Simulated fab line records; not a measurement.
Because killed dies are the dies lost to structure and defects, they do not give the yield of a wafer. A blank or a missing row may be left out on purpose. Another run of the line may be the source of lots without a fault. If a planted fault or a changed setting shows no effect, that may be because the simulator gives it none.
The same fault as seen by 2 desks ; flow gf180mcu ; each desk has only its own numbers; what lay behind them comes last

## THE TOOL OWNER'S DESK: rie diel-03
The tool's own readings at GF_V1_ETCH_16 (etches BARC in N2/H2): means of the sampled wafers that have a number, for each lot that ran on this tool. Marked OUT: a lot whose mean sits more than 4 standard deviations from the usual mean, which makes it out of limits; the brackets give that distance.
Columns: A = drypump motor current A at GF_V1_ETCH_16, usual 5.8 A; B = n2 flow sccm at GF_V1_ETCH_16, usual 100.0 sccm; C = oes product au at GF_V1_ETCH_16, usual 0.854 a.u.; D = throttle valve pct at GF_V1_ETCH_16, usual 13.225 %
lot;first seen here;A;B;C;D
L383;day 17 21:26;6.2;99.7;0.853;13.221
L385;day 18 17:40;6.3;100.4;0.854;13.229
L392;day 22 02:13;5.9;100.5;0.855;13.233
L395;day 22 16:10;5.6;99.9;0.853;13.227
L399;day 24 01:28;6.4;99.7;0.822 (-7.0) OUT;13.228
L401;day 24 15:28;6.1;100.1;0.830 (-5.2) OUT;13.216
Finding of this desk: L399, L401 out of limits; the first was L399 at day 24 01:28, on oes product au at GF_V1_ETCH_16. L383, L385, L392, L395: within limits.

## METROLOGY DESK
What the gauges read, lot by lot, whatever tool the lot ran on: means of the sampled wafers that have a number. Marked OUT: a lot whose mean sits more than 4 standard deviations from the usual mean, which makes it out of limits; the brackets give that distance.
Columns: A = M1_ALCU_RS at GF_M1_RS_MEAS_05, usual 0.0698 ohm/sq; B = V1_W_RS at GF_V1_RS_MEAS_24, usual 0.327 ohm/sq
lot;first seen here;A;B
L383;day 15 22:13;0.0696;0.326
L384;day 16 08:01;0.0701;0.330
L385;day 16 17:46;0.0705;0.322
L386;day 17 06:50;0.0697;0.333
L390;day 19 00:31;0.0697;0.329
L392;day 20 01:35;0.0696;0.328
L393;day 20 01:56;0.0700;0.325
L394;day 20 07:30;0.0702;0.332
L395;day 20 15:08;0.0691;0.332
L397;day 21 13:12;0.0697;0.327
L399;day 22 00:25;0.0702;0.323
L401;day 22 16:53;0.0703;0.322
L404;day 23 23:13;0.0697;0.325
L406;day 24 09:28;0.0694;0.332
Finding of this desk: none of the 14 lots has anything out of limits.

## ALL TOGETHER
The tool owner's desk could have raised an alarm at day 24 01:28, on L399, L401.
Nothing out of limits was seen by the metrology desk.
The metrology desk has L399, L401 on record, within its limits.
Of the lots named, all ran GF_V1_ETCH_16 on rie diel-03.

## WHAT THE SIMULATOR PUT IN
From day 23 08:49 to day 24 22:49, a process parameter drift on rie diel-03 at GF_V1_ETCH_16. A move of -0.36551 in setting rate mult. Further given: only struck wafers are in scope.
Lots struck among those shown: L399, L401.
Hours from the fault's start to each desk's first reading out of limits: the tool owner's desk, 17.
